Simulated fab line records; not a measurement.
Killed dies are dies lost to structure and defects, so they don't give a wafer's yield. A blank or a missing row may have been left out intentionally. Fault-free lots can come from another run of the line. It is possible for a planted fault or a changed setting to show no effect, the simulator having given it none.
One fault through the eyes of 2 desks ; flow sfq line ; only its own numbers are on each desk; what lay behind them is given at the end

== FROM THE METROLOGY DESK ==
Means of the sampled wafers that have a number, per lot and without regard to the tool the lot ran on: this is what the gauges read. A lot is out of limits, marked OUT, if its mean lies more than 4 standard deviations from the usual mean; the brackets give that distance.
Columns: A = M0_OVL at SFQ_M0_OVL_MEAS_906, usual -2 nm; B = I0_BOW at SFQ_I0_BOW_MEAS_907, usual 2 um; C = I0_OVL at SFQ_I0_OVL_MEAS_908, usual -2 nm
lot;first seen here;A;B;C
L115;day 12 17:59;0;1;-1
L129;day 17 23:02;-10;5;-6
L134;day 19 23:23;-2;-1;-3
L135;day 20 06:37;3;-4;-2
L136;day 20 16:11;4;-1;-7
L137;day 20 23:23;-4;3;3
This desk's finding: nothing out of limits on any of the 6 lots.

== THE TOOL OWNER'S DESK: litho track-01 ==
The tool's own readings at SFQ_TRILAYER_I0_VIA_LITHO_COAT_036 (resist thk 62 nm): means of the sampled wafers that have a number, for each lot that ran on this tool. A lot is out of limits, marked OUT, if its mean lies more than 4 standard deviations from the usual mean; the brackets give that distance.
Columns: A = exhaust pa at SFQ_TRILAYER_I0_VIA_LITHO_COAT_036, usual 44.8 Pa; B = spin speed rpm at SFQ_TRILAYER_I0_VIA_LITHO_COAT_036, usual 2999.7 rpm
lot;first seen here;A;B
L129;day 18 04:59;45.3;2998.4
L134;day 20 04:47;43.9;2839.1 (-70) OUT
L136;day 20 21:35;45.5;2840.0 (-69) OUT
This desk finds L134, L136 out of limits, L134 being first, at day 20 04:47 (spin speed rpm at SFQ_TRILAYER_I0_VIA_LITHO_COAT_036). L129 stayed within limits.

== PUT TOGETHER ==
At day 20 04:47, on L134, L136, the tool owner's desk was in a position to raise an alarm.
At the metrology desk, nothing out of limits was observed.
The metrology desk has L134, L136 on record, within its limits.
On litho track-01, each named lot ran SFQ_TRILAYER_I0_VIA_LITHO_COAT_036.

== WHAT THE SIMULATOR HAD PUT IN ==
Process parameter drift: litho track-01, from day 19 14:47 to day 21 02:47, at SFQ_TRILAYER_I0_VIA_LITHO_COAT_036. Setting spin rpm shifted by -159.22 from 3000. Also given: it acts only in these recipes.
Shown lots that were struck: L134, L136.
Time in hours from fault onset to the first out-of-limits reading at each desk: the tool owner's desk, 14.
